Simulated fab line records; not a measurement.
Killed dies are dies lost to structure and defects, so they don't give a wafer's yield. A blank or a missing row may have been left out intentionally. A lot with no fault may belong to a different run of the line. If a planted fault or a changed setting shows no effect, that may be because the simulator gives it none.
What tool caused it? ; flow gf180mcu ; 15 lots, 45 wafers sampled, at 5 steps of a route of 602

WHAT THE GAUGES SHOWED, per wafer
GF_VT_IMPLANT_RS_MEAS_48: the measuring method here is four-point-probe.
lot;measured;on;LVPWELL_RS (ohm/sq)
L242;day 7 19:20;film-metro-04;1198.2 1197.9 1196.3
L243;day 8 03:10;film-metro-04;1198.7 1195.1 1197.4
L244;day 8 08:58;film-metro-04;1198.4 1203.8 1202.1
L245;day 8 15:32;film-metro-02;1195.5 1194.4 1198.5
L246;day 9 00:34;film-metro-03;1198.4 1195.7 1196.4
L247;day 9 07:47;film-metro-02;1196.5 1195.8 1198.4
L248;day 9 11:49;film-metro-02;1190.2 1192.5 1193.7
L249;day 9 20:44;film-metro-03;1196.9 1199.0 1196.1
L251;day 10 08:44;film-metro-04;1197.6 1195.4 1195.5
L256;day 12 00:49;film-metro-03;1197.8 1192.9 1194.8
L258;day 12 06:44;film-metro-03;1192.3 1194.2 1191.3
L259;day 12 11:22;film-metro-03;1194.9 1192.8 1195.8
L260;day 13 01:51;film-metro-02;1195.9 1196.6 1193.7
L261;day 13 08:29;film-metro-04;1197.6 1198.8 1194.9
L262;day 13 16:35;film-metro-03;1192.1 1194.7 1194.9

GF_POLY_GATE_OVL_MEAS_11.
lot;measured;on;POLY_GATE_OVL (nm)
L242;day 9 10:52;overlay-02;3 -3 1
L243;day 9 19:41;overlay-01;6 7 3
L244;day 10 01:33;overlay-01;-2 -1 3
L245;day 10 08:41;overlay-02;-8 -12 -9
L246;day 10 17:14;overlay-01;0 2 -7
L247;day 11 01:30;overlay-01;7 11 9
L248;day 11 05:18;overlay-01;0 0 4
L249;day 11 16:24;overlay-02;-4 -4 5
L251;day 12 05:08;overlay-02;-4 -10 -9
L256;day 13 21:05;overlay-01;3 0 6
L258;day 14 09:01;overlay-02;1 6 6
L259;day 14 12:48;overlay-02;5 2 -1
L260;day 15 04:23;overlay-01;-3 1 1
L261;day 15 10:23;overlay-01;7 5 8
L262;day 15 17:16;overlay-01;9 1 2

GF_HV_LDD_CD_MEAS_07: the cd target is 400 nm.
lot;measured;on;cd-nm (nm)
L242;day 10 05:43;cd-sem-01;403.5 400.7 402.4
L243;day 10 15:31;cd-sem-02;400.4 399.4 400.8
L244;day 10 20:59;cd-sem-01;398.6 398.3 397.8
L245;day 11 04:22;cd-sem-01;401.4 401.5 399.1
L246;day 11 13:04;cd-sem-01;396.3 394.4 398.3
L247;day 11 22:19;cd-sem-01;401.7 399.2 399.7
L248;day 12 02:30;cd-sem-02;396.4 300.7 394.9
L249;day 12 13:16;cd-sem-02;306.1 401.5 304.9
L251;day 13 02:35;cd-sem-02;306.6 401.3 303.5
L256;day 14 19:28;cd-sem-01;396.0 397.7 398.9
L258;day 15 07:24;cd-sem-01;393.5 397.3 395.3
L259;day 15 11:52;cd-sem-01;403.1 404.7 403.1
L260;day 16 05:34;cd-sem-02;399.8 399.2 399.4
L261;day 16 09:38;cd-sem-01;401.4 399.8 400.9
L262;day 16 16:57;cd-sem-01;395.8 398.5 396.4

GF_HV_LDD_OVL_MEAS_08.
lot;measured;on;HV_LDD_OVL (nm)
L242;day 10 05:48;overlay-02;-1.6 -0.8 0.2
L243;day 10 15:38;overlay-02;-1.2 2.2 -0.1
L244;day 10 21:07;overlay-01;0.4 -0.2 0.0
L245;day 11 04:29;overlay-02;-0.1 -0.2 -0.2
L246;day 11 13:11;overlay-02;-2.5 -2.1 -2.7
L247;day 11 22:26;overlay-01;0.4 0.7 2.4
L248;day 12 02:36;overlay-01;-0.3 -0.9 -0.8
L249;day 12 13:23;overlay-02;-1.9 0.3 -2.4
L251;day 13 02:41;overlay-01;0.5 -0.8 0.1
L256;day 14 19:35;overlay-02;-0.4 0.5 1.5
L258;day 15 07:29;overlay-02;2.1 2.0 1.7
L259;day 15 11:59;overlay-02;-0.1 -1.0 -0.7
L260;day 16 05:40;overlay-02;0.9 -0.9 0.5
L261;day 16 09:44;overlay-02;-1.3 0.5 -0.6
L262;day 16 17:02;overlay-01;-1.4 -1.4 -1.6

WHAT TOOL EACH LOT RAN ON (gives the tool, then ch and the chambers of the sampled wafers, and finally the start)
lot;GF_HV_LDD_DEVELOP_06
L242;litho-track-01 ch 0, day 10 05:34
L243;litho-track-01 ch 0, day 10 15:22
L244;litho-track-03 ch 0, day 10 20:50
L245;litho-track-01 ch 0, day 11 04:13
L246;litho-track-04 ch 0, day 11 12:55
L247;litho-track-04 ch 0, day 11 22:10
L248;litho-track-04 ch 0, day 12 02:22
L249;litho-track-04 ch 0, day 12 13:07
L251;litho-track-04 ch 0, day 13 02:26
L256;litho-track-01 ch 0, day 14 19:19
L258;litho-track-03 ch 0, day 15 07:16
L259;litho-track-01 ch 0, day 15 11:43
L260;litho-track-03 ch 0, day 16 05:25
L261;litho-track-04 ch 0, day 16 09:29
L262;litho-track-03 ch 0, day 16 16:49
- GF_HV_LDD_DEVELOP_06: develop time 60 s.

WHAT THE TOOLS THEMSELVES READ (means of the sampled wafers that have a number; where no wafer has one, the mark that the record gives instead)
GF_HV_LDD_DEVELOP_06.
lot;tool;exhaust-pa (Pa)
L242;litho-track-01;44.8
L243;litho-track-01;44.9
L244;litho-track-03;46.0
L245;litho-track-01;45.5
L246;litho-track-04;45.8
L247;litho-track-04;44.0
L248;litho-track-04;44.8
L249;litho-track-04;44.8
L251;litho-track-04;45.6
L256;litho-track-01;46.0
L258;litho-track-03;45.8
L259;litho-track-01;46.0
L260;litho-track-03;45.2
L261;litho-track-04;44.8
L262;litho-track-03;44.3

THE ANSWER, worked out from the rows above alone
Rule: usual is defined by the lots themselves. Put in order of their means at a reading, lots are off if they are a third of the lots or fewer, leave a main group of 4 or more, and stand apart from it by a gap of 3 or more times the standard deviation of the main group's means; of several such gaps the widest counts. If all means in a main group match to the digits the tables above print for the reading, that group is not used. Also off: a lot with no number at a reading for which 4 or more lots have one. The other lots that the step has rows for count as sound. After the gauges, taken in route order, come the tools' own readings; for these a lot's mean is taken, as printed above. At the first step where some lot is off, the reading lying furthest off is the one used; lots without a number count as furthest.
Off: L248, L249, L251 (GF_HV_LDD_CD_MEAS_07, cd-nm). The main group has a mean of 399.3 nm with a standard deviation of 2.4.
A tool fits if, at a process step before that reading, it ran every lot that is off, and no sound lot after the first of them. The gauges at GF_HV_LDD_CD_MEAS_07 are tried like those tools. Of those tried, none fits.

WHAT THE SIMULATOR HAD INSERTED
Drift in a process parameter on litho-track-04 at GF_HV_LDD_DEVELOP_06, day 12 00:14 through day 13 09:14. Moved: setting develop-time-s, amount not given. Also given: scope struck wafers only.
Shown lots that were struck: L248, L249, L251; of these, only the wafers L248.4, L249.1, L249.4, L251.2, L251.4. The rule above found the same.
